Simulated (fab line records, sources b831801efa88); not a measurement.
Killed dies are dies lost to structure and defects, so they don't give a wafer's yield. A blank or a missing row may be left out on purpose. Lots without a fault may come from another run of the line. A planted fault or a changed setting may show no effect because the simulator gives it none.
A struck lot beside a sound one | flow gf180mcu | 15 steps out of a route of 602
Sound: wafers L669.1, L669.2, L669.3. Struck: wafers L684.2, L684.4, L684.6. The cause comes at the end.
At each step with rows: each side's tool, then ch and its chambers, then its first start. Under that, the readings that differ: sound wafers | struck wafers | difference of the means | sigmas: that difference in standard deviations of wafers without a fault.
alike: readings whose means differ by less than 2 such deviations, and words and numbers that are the same on both sides. not compared: withheld readings, readings that some wafer has no value for, bounds like >300 that may hide the same value, and numbers for which the record gives no deviation and whose values overlap.
The two part at a step that has a row with sigmas, a row that says differs or no value, or rows on one side only. Numbers that don't overlap but have no deviation are shown without sigmas and don't part them. A reading that every wafer of one side lacks parts them only if that side has two wafers or more.

first, 3 steps without rows for these wafers: GF_V2_EXPOSE_11 (exposes mask Via2, target cd 260 nm); GF_V2_PEB_12 (peb time 90 s); GF_V2_DEVELOP_13 (develop time 60 s).
GF_V2_CD_MEAS_14: target cd 260 nm.
  sound on cd_sem-01, day 20 14:11; struck on cd_sem-01, day 25 20:46
  alike: cd_nm
GF_V2_OVL_MEAS_15:
  sound on overlay-01, day 20 14:18; struck on overlay-01, day 25 20:52
  alike: V2_OVL
GF_V2_ETCH_16: etches BARC in N2/H2.
  sound on rie_diel-01 ch 1,2,3, day 20 14:20; struck on rie_diel-04 ch 0,2,3, day 25 20:54
  alike: drypump_motor_current_A, oes_product_au, throttle_valve_pct
GF_V2_ETCH_17: etches SiO2 in C4F8/O2/Ar, stops on TiN, target depth 630 nm.
  sound on rie_diel-01 ch 1,2,3; struck on rie_diel-04 ch 0,2,3
  alike: oes_product_au
GF_V2_STRIP_18: strips in O2/N2.
  sound on plasma_asher-01 ch 0,1, day 20 14:28; struck on plasma_asher-03 ch 0,1, day 25 21:02
  alike: drypump_motor_current_A, heater_power_w, oes_product_au, platen_temp_c
  not compared: rf_hours_counter_h
then, 2 steps without rows for these wafers: GF_V2_STRIP_19 (strips in post etch residue remover, time 1200 s); GF_V2_CLEAN_20 (cleans in DIW).
GF_V2_SPUTTER_21: material Ti, target thk 15 nm, time 80.02 s.
  sound on pvd_sputter-02, day 20 15:02; struck on pvd_sputter-01, day 25 21:34
  alike: throttle_valve_pct
GF_V2_SPUTTER_22: material TiN, target thk 10 nm, time 40 s.
  sound on pvd_sputter-02, day 20 15:05; struck on pvd_sputter-01, day 25 21:37
  alike: throttle_valve_pct
GF_V2_CVD_23: deposits W, target thk 350 nm, time 104.94 s.
  sound on cvd_w-01 ch 0,1, day 20 15:08; struck on cvd_w-01 ch 0, day 25 21:40
  reading                          | sound                | struck               | difference | sigmas
  heater_power_outer_w (W)         | 481 527 489          | 619 616 616          | +118       | +5
  heater_power_w (W)               | 822 927 811          | 1030 1026 1052       | +183       | +4
  susceptor_temp_C (C)             | 400.34 399.73 400.09 | 438.23 438.54 437.85 | +38.15     | +99 or more
  model.W_of_V2_CVD_23.thk_nm (nm) | 360.9 350.1 357.8    | 588.5 592.1 588.7    | +233.5     |
  not compared: since_wet_clean_h
GF_V2_RS_MEAS_24: measures by four-point-probe.
  sound on film_metro-02, day 20 15:15; struck on film_metro-02, day 25 22:05
  reading          | sound             | struck            | difference | sigmas
  V2_W_RS (ohm/sq) | 0.318 0.328 0.320 | 0.194 0.193 0.194 | -0.128     | -29
  not compared: hold
GF_PASSIVATION_PROBE_99:
  the record has rows for the sound wafers here (prober-02, day 29 04:44) and none for the struck ones

WHERE THEY PART
First at GF_V2_CVD_23; last, within this record, at GF_PASSIVATION_PROBE_99.

WHY: what the simulator had put in
Process parameter drift: cvd_w-01, from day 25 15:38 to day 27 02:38, at GF_V2_CVD_23. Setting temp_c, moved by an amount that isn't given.
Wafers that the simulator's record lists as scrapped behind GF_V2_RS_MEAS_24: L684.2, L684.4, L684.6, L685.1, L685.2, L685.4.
